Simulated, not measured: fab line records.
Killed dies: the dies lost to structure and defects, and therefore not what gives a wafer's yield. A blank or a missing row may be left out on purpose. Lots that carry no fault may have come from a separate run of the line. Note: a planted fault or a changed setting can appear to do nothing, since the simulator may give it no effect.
fab line records -- flow sky130
record: lots: 11, wafers: 33, last-day: 50
route steps=708 shown FIELD_ISO@28 NWELL@59 LDD_HVN@276 SPACER@305
lots that met no fault: from a run of the same line without faults
start-h: start of the lot's first displayed wafer, in hours after the record's first day -- wait-h: hours since the lot's step before -- " unchanged from the row above -- L1.1+2: several wafers, shown together as one row -- - no value present, or no start provided -- * or withheld: withheld -- < > ~ a bound
route shown NAME@n: NAME is a module with steps in the file, n the number in the route of the first one -- usual: mean/standard deviation taken from wafers without a fault -- same: alike in all rows -- chamber/n: place in a boat -- sites: the reading at each site -- _std_site: standard deviation of those values -- _edge_site: outer sites' mean less inner sites' -- radius-mm: for every site, how far away it sits from the centre of the wafer -- mask NAME#n: copy n -- behind: the tool/chamber that last shaped the wafer -- hold: reason for holding the lot/hours on hold/outcome of the hold -- device: names the non-switching transistor (n, p or np) -- end of line: the same wafers' tests at the end of the route -- for a step that has no rows: nothing shown but its recipe -- killed: dies that structure and defects cost at the first sort, which is not the same as the wafer's yield -- map: a wafer's dies, x killed, . not, _ none there
set.NAME: setting as actually run; set.NAME@STEP: the setting as run at that earlier step -- model.NAME: the simulator's own value behind a step, which no gauge read
route steps across a sampled set of lots; one table per step, one row per wafer
services: when a tool's chamber went out of use (start-h, in hours from the record's first day, below 0 if earlier), for how many hours, and the reason
== steps ==
step: SKY_FIELD_ISO_CMP_27
recipe: stop-on: Si3N4, t-overpolish-s: 16, down-force-psi: 4, platen-rpm: 60, target-thk-nm: 457.8, pad-velocity-m-s: 0.94248
usual: motor-current-A: 11.8/1.2, overpolish-run-s: 16.001/0.009, time-to-endpoint-s: 112/4.1
lot.wafer,tool,chamber,start-h,wait-h,motor-current-A,overpolish-run-s,time-to-endpoint-s
L712.3,cmp-01,0,39.28,0.5,12.4,16.004,114
L712.1,cmp-01,2,39.28,0.5,11.5,15.988,112
L712.6,cmp-01,3,39.28,0.5,11.5,16.001,111
L714.4,cmp-01,3,46.32,0.0,12.3,16.008,109
L714.2,cmp-01,1,46.32,0.0,11.2,15.950,110
L714.5,cmp-01,3,46.32,0.0,11.8,15.997,108
L716.3,cmp-01,0,55.98,0.0,12.4,16.008,112
L716.5,cmp-01,0,55.98,0.0,13.2,16.010,115
L716.6,cmp-01,1,55.98,0.0,11.6,16.022,111
L717.4,cmp-02,0,60.23,0.1,9.6,15.993,115
L717.5,cmp-02,3,60.23,0.1,13.2,16.013,119
L717.6,cmp-02,0,60.23,0.1,10.2,16.005,111
L718.4,cmp-01,0,64.39,0.0,12.3,15.997,108
L718.3,cmp-01,1,64.39,0.0,11.3,16.014,110
L718.1,cmp-01,3,64.39,0.0,12.5,15.991,110
L724.3,cmp-02,3,96.22,0.0,13.8,15.998,119
L724.4,cmp-02,2,96.22,0.0,10.2,16.006,115
L724.5,cmp-02,0,96.22,0.0,10.0,15.985,109
L725.4,cmp-02,0,101.65,0.1,9.7,15.996,104
L725.2,cmp-02,2,101.65,0.1,10.1,16.003,105
L725.6,cmp-02,3,101.65,0.1,13.3,15.981,116
L727.1,cmp-01,3,111.52,0.1,11.8,15.991,118
L727.5,cmp-01,2,111.52,0.1,11.6,16.001,120
L727.6,cmp-01,3,111.52,0.1,11.9,16.001,117
L731.3,cmp-02,1,134.69,0.2,11.9,15.982,112
L731.5,cmp-02,2,134.69,0.2,10.5,16.005,110
L731.6,cmp-02,3,134.69,0.2,14.5,15.990,115
L732.4,cmp-01,1,140.27,0.0,11.4,16.004,109
L732.3,cmp-01,2,140.27,0.0,11.5,15.996,119
L732.6,cmp-01,1,140.27,0.0,11.8,16.011,112
L735.3,cmp-02,1,153.82,0.1,12.3,15.990,107
L735.5,cmp-02,3,153.82,0.1,14.3,15.999,113
L735.6,cmp-02,0,153.82,0.1,10.1,16.005,109
step: SKY_NWELL_SOFTBAKE_06
recipe: temp-c: 110, time-s: withheld
usual: heater-power-total-W: 65.32/0.14, plate-temp-C: 109.99/0.13
lot.wafer,tool,chamber,start-h,wait-h,heater-power-total-W,plate-temp-C
L712.1,litho-track-03,0,82.18,0.1,65.24,110.02
L712.3,litho-track-03,0,82.18,0.1,65.28,109.83
L712.6,litho-track-03,0,82.18,0.1,65.27,109.73
L714.2,litho-track-03,0,89.81,0.1,65.09,109.89
L714.4,litho-track-03,0,89.81,0.1,65.43,110.03
L714.5,litho-track-03,0,89.81,0.1,65.47,110.13
L716.3,litho-track-03,0,100.80,0.1,65.40,109.99
L716.5,litho-track-03,0,100.80,0.1,65.23,110.12
L716.6,litho-track-03,0,100.80,0.1,65.32,110.17
L717.4,litho-track-04,0,104.29,0.1,65.26,110.02
L717.5,litho-track-04,0,104.29,0.1,65.38,110.02
L717.6,litho-track-04,0,104.29,0.1,65.15,109.98
L718.1,litho-track-03,0,109.68,0.1,65.19,109.90
L718.3,litho-track-03,0,109.68,0.1,65.48,110.08
L718.4,litho-track-03,0,109.68,0.1,65.45,110.07
L724.3,litho-track-03,0,145.65,0.1,68.29,113.64
L724.4,litho-track-03,0,145.65,0.1,67.94,113.55
L724.5,litho-track-03,0,145.65,0.1,68.06,113.43
L725.2,litho-track-04,0,150.77,0.1,65.24,110.00
L725.4,litho-track-04,0,150.77,0.1,65.31,109.93
L725.6,litho-track-04,0,150.77,0.1,65.47,109.99
L727.1,litho-track-03,0,163.03,0.1,68.12,113.34
L727.5,litho-track-03,0,163.03,0.1,68.22,113.50
L727.6,litho-track-03,0,163.03,0.1,68.23,113.40
L731.3,litho-track-04,0,188.96,0.1,65.16,109.90
L731.5,litho-track-04,0,188.96,0.1,65.14,110.11
L731.6,litho-track-04,0,188.96,0.1,65.20,110.10
L732.3,litho-track-04,0,195.01,0.1,65.23,109.95
L732.4,litho-track-04,0,195.01,0.1,65.20,109.88
L732.6,litho-track-04,0,195.01,0.1,65.46,110.19
L735.3,litho-track-01,0,208.40,0.1,65.32,110.11
L735.5,litho-track-01,0,208.40,0.1,65.34,110.07
L735.6,litho-track-01,0,208.40,0.1,65.44,110.07
step: SKY_NWELL_STRIP_14
recipe: chemistry: O2/N2, power-w: 1400, pressure-mtorr: 1500, platen-temp-c: withheld, o2-flow-sccm: 3000, n2-flow-sccm: 300, overash-fraction: 0.5
usual: chamber-pressure-mTorr: 1500.0/1.5, drypump-motor-current-A: 5.6/0.48, oes-product-au: 0.722/0.0044, strip-time-to-endpoint-s: 37.31/0.088
lot.wafer,tool,chamber,start-h,wait-h,chamber-pressure-mTorr,drypump-motor-current-A,oes-product-au,rf-hours-counter-h,strip-time-to-endpoint-s
L712.1,plasma-asher-04,1,91.07,0.1,1497.8,5.2,0.723,29,37.34
L712.3,plasma-asher-04,0,91.07,0.1,1500.1,5.0,0.730,-,37.33
L712.6,plasma-asher-04,1,91.07,0.1,1497.0,5.2,0.724,-,37.34
L714.2,plasma-asher-04,1,97.67,0.1,1498.7,5.2,0.720,30,37.27
L714.4,plasma-asher-04,0,97.67,0.1,1500.6,5.0,0.727,-,37.24
L714.5,plasma-asher-04,1,97.67,0.1,1501.7,5.2,0.727,-,37.25
L716.3,plasma-asher-03,1,110.21,0.1,1499.2,6.1,0.722,-,37.29
L716.5,plasma-asher-03,0,110.21,0.1,1499.2,5.2,0.714,-,37.27
L716.6,plasma-asher-03,1,110.21,0.1,1502.1,6.1,0.720,-,37.21
L717.4,plasma-asher-03,0,113.60,0.1,1499.8,5.2,0.723,-,37.18
L717.5,plasma-asher-03,1,113.60,0.1,1502.1,6.1,0.721,-,37.29
L717.6,plasma-asher-03,0,113.60,0.1,1502.6,5.2,0.718,-,37.24
L718.1,plasma-asher-03,0,119.02,0.1,1503.5,5.2,0.715,41,37.34
L718.3,plasma-asher-03,0,119.02,0.1,1501.3,5.2,0.727,-,37.34
L718.4,plasma-asher-03,1,119.02,0.1,1500.9,6.1,0.721,-,37.39
L724.3,plasma-asher-04,0,155.31,0.1,1502.1,5.0,0.720,-,36.94
L724.4,plasma-asher-04,1,155.31,0.1,1502.0,5.2,0.719,-,37.01
L724.5,plasma-asher-04,1,155.31,0.1,1499.0,5.2,0.721,-,36.95
L725.2,plasma-asher-04,1,161.82,0.1,1501.2,5.2,0.720,36,37.19
L725.4,plasma-asher-04,0,161.82,0.1,1497.9,5.0,0.724,-,37.31
L725.6,plasma-asher-04,0,161.82,0.1,1498.4,5.0,0.722,-,37.29
L727.1,plasma-asher-03,0,173.12,0.1,1498.3,5.2,0.724,47,36.95
L727.5,plasma-asher-03,1,173.12,0.1,1501.2,6.0,0.727,-,36.89
L727.6,plasma-asher-03,0,173.12,0.1,1499.4,5.2,0.723,-,36.81
L731.3,plasma-asher-01,1,200.30,0.1,1501.4,5.6,0.728,-,37.41
L731.5,plasma-asher-01,0,200.30,0.1,1499.6,6.3,0.712,-,37.38
L731.6,plasma-asher-01,1,200.30,0.1,1500.1,5.7,0.715,-,37.27
L732.3,plasma-asher-01,1,206.95,0.1,1498.2,5.7,0.723,-,37.35
L732.4,plasma-asher-01,0,206.95,0.1,1502.8,6.3,0.718,-,37.44
L732.6,plasma-asher-01,0,206.95,0.1,1499.2,6.3,0.719,-,37.48
L735.3,plasma-asher-01,1,243.67,0.1,1501.4,5.6,0.719,-,37.29
L735.5,plasma-asher-01,0,243.67,0.1,1499.0,6.3,0.714,-,37.30
L735.6,plasma-asher-01,1,243.67,0.1,1498.3,5.7,0.716,-,37.24
step: SKY_LDD_HVN_STRIP_09
recipe: chemistry: O2/N2, power-w: 1400, pressure-mtorr: 1500, platen-temp-c: withheld, o2-flow-sccm: 3000, n2-flow-sccm: 300, overash-fraction: 0.5
usual: chamber-pressure-mTorr: 1500.0/1.3, drypump-motor-current-A: 5.8/0.46, oes-product-au: 0.408/0.0047, strip-time-to-endpoint-s: 4.136/0.017
lot.wafer,tool,chamber,start-h,wait-h,chamber-pressure-mTorr,drypump-motor-current-A,oes-product-au,rf-hours-counter-h,strip-time-to-endpoint-s
L712.1,plasma-asher-01,0,469.92,0.1,1501.7,6.3,0.411,4,4.148
L712.3,plasma-asher-01,0,469.92,0.1,1500.0,6.3,0.405,-,4.112
L712.6,plasma-asher-01,0,469.92,0.1,1498.3,6.3,0.409,-,4.124
L714.2,plasma-asher-01,1,480.18,0.1,1498.7,5.7,0.409,5,4.133
L714.4,plasma-asher-01,1,480.18,0.1,1498.7,5.7,0.409,-,4.135
L714.5,plasma-asher-01,1,480.18,0.1,1497.8,5.7,0.408,-,4.136
L716.3,plasma-asher-03,1,503.15,0.1,1499.9,6.0,0.405,-,4.150
L716.5,plasma-asher-03,0,503.15,0.1,1499.2,5.2,0.405,-,4.121
L716.6,plasma-asher-03,1,503.15,0.1,1499.8,6.1,0.413,-,4.130
L717.4,plasma-asher-01,1,512.60,0.1,1500.4,5.7,0.408,-,4.144
L717.5,plasma-asher-01,0,512.60,0.1,1498.8,6.3,0.409,-,4.139
L717.6,plasma-asher-01,1,512.60,0.1,1499.6,5.7,0.413,-,4.152
L718.1,plasma-asher-01,0,516.97,0.1,1502.0,6.3,0.409,9,4.134
L718.3,plasma-asher-01,1,516.97,0.1,1500.5,5.7,0.414,-,4.138
L718.4,plasma-asher-01,0,516.97,0.1,1499.6,6.3,0.407,-,4.173
L724.3,plasma-asher-01,1,569.35,0.1,1498.4,5.7,0.399,-,4.164
L724.4,plasma-asher-01,0,569.35,0.1,1503.1,6.3,0.406,-,4.142
L724.5,plasma-asher-01,0,569.35,0.1,1499.7,6.3,0.413,-,4.137
L725.2,plasma-asher-04,0,581.72,0.1,1498.8,5.0,0.416,78,4.105
L725.4,plasma-asher-04,0,581.72,0.1,1502.2,5.0,0.411,-,4.093
L725.6,plasma-asher-04,0,581.72,0.1,1501.4,5.0,0.408,-,4.106
L727.1,plasma-asher-01,0,595.48,0.1,1499.9,6.3,0.402,16,4.138
L727.5,plasma-asher-01,0,595.48,0.1,1501.0,6.3,0.411,-,4.112
L727.6,plasma-asher-01,1,595.48,0.1,1498.9,5.7,0.408,-,4.109
L731.3,plasma-asher-03,1,637.21,0.1,1498.0,6.0,0.413,-,4.126
L731.5,plasma-asher-03,0,637.21,0.1,1499.6,5.2,0.405,-,4.130
L731.6,plasma-asher-03,1,637.21,0.1,1502.9,6.1,0.410,-,4.131
L732.3,plasma-asher-03,1,641.25,0.1,1500.6,6.1,0.414,-,4.156
L732.4,plasma-asher-03,0,641.25,0.1,1499.4,5.2,0.414,-,4.171
L732.6,plasma-asher-03,1,641.25,0.1,1498.2,6.0,0.404,-,4.173
L735.3,plasma-asher-01,1,681.91,0.1,1502.2,5.6,0.396,-,4.115
L735.5,plasma-asher-01,0,681.91,0.1,1499.9,6.3,0.411,-,4.132
L735.6,plasma-asher-01,1,681.91,0.1,1502.1,5.6,0.406,-,4.136
step: SKY_SPACER_THK_MEAS_01
recipe: reads: Si3N4_of_SPACER_CVD_00
usual: SPACER_CVD_00_THK: 43.1/0.49
lot.wafer,tool,chamber,start-h,wait-h,SPACER_CVD_00_THK[nm]
L712.1,film-metro-02,-,545.33,0.0,43.6
L712.3,film-metro-02,-,545.33,0.0,43.5
L712.6,film-metro-02,-,545.33,0.0,43.3
L714.2,film-metro-01,-,545.40,0.1,43.0
L714.4,film-metro-01,-,545.40,0.1,42.9
L714.5,film-metro-01,-,545.40,0.1,43.0
L716.3,film-metro-04,-,565.11,0.0,43.0
L716.5,film-metro-04,-,565.11,0.0,43.4
L716.6,film-metro-04,-,565.11,0.0,43.5
L717.4,film-metro-01,-,573.57,0.0,43.7
L717.5,film-metro-01,-,573.57,0.0,43.6
L717.6,film-metro-01,-,573.57,0.0,43.2
L718.1,film-metro-02,-,578.08,0.0,43.3
L718.3,film-metro-02,-,578.08,0.0,43.2
L718.4,film-metro-02,-,578.08,0.0,43.1
L724.3,film-metro-02,-,629.20,0.0,43.2
L724.4,film-metro-02,-,629.20,0.0,43.3
L724.5,film-metro-02,-,629.20,0.0,43.6
L725.2,film-metro-01,-,646.87,0.0,42.2
L725.4,film-metro-01,-,646.87,0.0,41.9
L725.6,film-metro-01,-,646.87,0.0,41.8
L727.1,film-metro-01,-,654.09,0.0,43.0
L727.5,film-metro-01,-,654.09,0.0,42.9
L727.6,film-metro-01,-,654.09,0.0,42.9
L731.3,film-metro-04,-,695.77,0.0,42.3
L731.5,film-metro-04,-,695.77,0.0,42.3
L731.6,film-metro-04,-,695.77,0.0,42.5
L732.3,film-metro-02,-,703.71,0.0,42.4
L732.4,film-metro-02,-,703.71,0.0,42.6
L732.6,film-metro-02,-,703.71,0.0,42.6
L735.3,film-metro-02,-,739.20,0.0,43.4
L735.5,film-metro-02,-,739.20,0.0,43.1
L735.6,film-metro-02,-,739.20,0.0,42.9
== services ==
tool,chamber,start-h,hours,kind
cmp-01,-,19.20,1.2,repair
plasma-asher-01,-,80.04,0.5,repair
cmp-01,-,102.27,2.6,repair
cmp-01,-,116.38,23.5,repair
plasma-asher-03,-,174.20,0.9,repair
cmp-01,-,218.46,6.6,pm
cmp-01,-,232.00,4.0,pm
plasma-asher-03,-,237.18,1.0,repair
cmp-01,-,294.70,1.4,repair
cmp-01,-,322.53,11.5,repair
plasma-asher-01,-,340.88,14.6,pm
plasma-asher-03,-,378.43,1.0,repair
plasma-asher-03,-,396.92,2.8,pm
plasma-asher-03,-,409.34,1.6,repair
plasma-asher-01,-,421.25,9.0,pm
cmp-01,-,421.63,1.1,repair
cmp-01,-,466.49,1.1,repair
plasma-asher-03,-,485.90,5.9,repair
cmp-01,-,527.07,3.6,pm
plasma-asher-01,-,545.91,7.1,repair
cmp-01,-,564.01,0.7,repair
cmp-01,-,572.00,4.0,pm
cmp-01,-,587.46,4.1,pm
cmp-01,-,642.04,2.3,repair
== key ==
first-sign: step: SKY_NWELL_SOFTBAKE_06, reading: plate-temp-C, direction: up, sigmas: 27, usual: *, struck: *
effect: step: SKY_NWELL_SOFTBAKE_06, reading: heater-power-total-W, direction: up, sigmas: 21, usual: *, struck: *
effect: step: SKY_NWELL_STRIP_14, reading: strip-time-to-endpoint-s, direction: down, sigmas: 4.4, usual: *, struck: *
met-at SKY_NWELL_SOFTBAKE_06
struck-lots L724,L727
tester-left-out L724,L727
not-acting-at SKY_FIELD_ISO_CMP_27,SKY_LDD_HVN_STRIP_09,SKY_SPACER_THK_MEAS_01
onset-between 109.68 145.65
fault: kind: process-parameter-drift, tool: litho-track-03, chamber: -, onset-h: 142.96, steps: SKY_NWELL_SOFTBAKE_06, channel: temp-c, offset: *, shape: step, end-h: 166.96, acts-in: *, stated: *
tester-left-out: of these lots the tester's yield and bins aren't shown, on N5 and GAA mostly nor the transistor test; their killed dies are dies lost to structure and defects alone, not to doping, threshold or leakage, so they don't give the yield
